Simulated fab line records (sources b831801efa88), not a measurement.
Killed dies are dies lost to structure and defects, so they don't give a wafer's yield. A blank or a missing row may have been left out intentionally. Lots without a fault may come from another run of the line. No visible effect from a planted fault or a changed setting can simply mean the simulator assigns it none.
Matching of chambers | flow sfq-line | SFQ_TRILAYER_I1_VIA_ETCH_VIA_ETCH_052 on rie-diel-04: 4 sister chambers
The step etches SiO2 in CHF3, stops on Nb, target depth 260 nm. 14 wafers are shown with their chamber, then 6 later ones without.

== WAFERS, EACH WITH ITS CHAMBER ==
wafer  | chamber | drypump-motor-current-A (A) | oes-product-au (a.u.)
L333.1 | 2       | 5.3                         | 0.857
L333.3 | 1       | 5.3                         | 0.855
L333.6 | 0       | 5.7                         | 0.853
L337.1 | 2       | 5.3                         | 0.857
L337.2 | 0       | 5.7                         | 0.850
L337.5 | 2       | 5.3                         | 0.857
L338.1 | 1       | 5.4                         | 0.858
L338.2 | 0       | 5.7                         | 0.857
L338.6 | 1       | 5.3                         | 0.864
L342.3 | 3       | 6.1                         | 0.848
L342.4 | 0       | 5.7                         | 0.855
L344.2 | 3       | 6.1                         | 0.857
L344.3 | 0       | 5.7                         | 0.857
L344.6 | 3       | 6.1                         | 0.849

SIGNATURES (averages over the wafers above)
reading                 | chamber 0 | chamber 1 | chamber 2 | chamber 3 | scatter within a chamber
drypump-motor-current-A | 5.700     | 5.333     | 5.300     | 6.100     | 0.0258
oes-product-au          | 0.85440   | 0.85900   | 0.85700   | 0.85133   | 0.00355
Rule: for a wafer and a chamber, the distance is found by dividing, reading by reading, the gap between the wafer's reading and the chamber's mean by the reading's scatter, squaring, summing and taking the root. The wafer belongs to the nearest chamber; if the next one is less than 2 further off, it can't be placed. The scatter: take each reading less its chamber's mean, square it, sum over the shown wafers, divide by the number of wafers less the number of chambers, and take the root.

== WAFERS WITH NO CHAMBER GIVEN ==
wafer  | drypump-motor-current-A (A) | oes-product-au (a.u.)
L353.1 | 5.4                         | 0.850
L353.3 | 5.7                         | 0.852
L353.6 | 5.7                         | 0.856
L356.2 | 5.7                         | 0.847
L356.5 | 5.7                         | 0.851
L356.6 | 5.4                         | 0.853

== EACH ONE'S CHAMBER ==
wafer  | from the rows above     | in truth
L353.1 | can't be placed: 1 or 2 | 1
L353.3 | 0                       | 0
L353.6 | 0                       | 0
L356.2 | 0                       | 0
L356.5 | 0                       | 0
L356.6 | can't be placed: 1 or 2 | 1
4 of 6 placed correctly. Cannot be placed on the basis of these rows: 2; the candidates contain the true chamber in 2. Placed wrongly: 0.
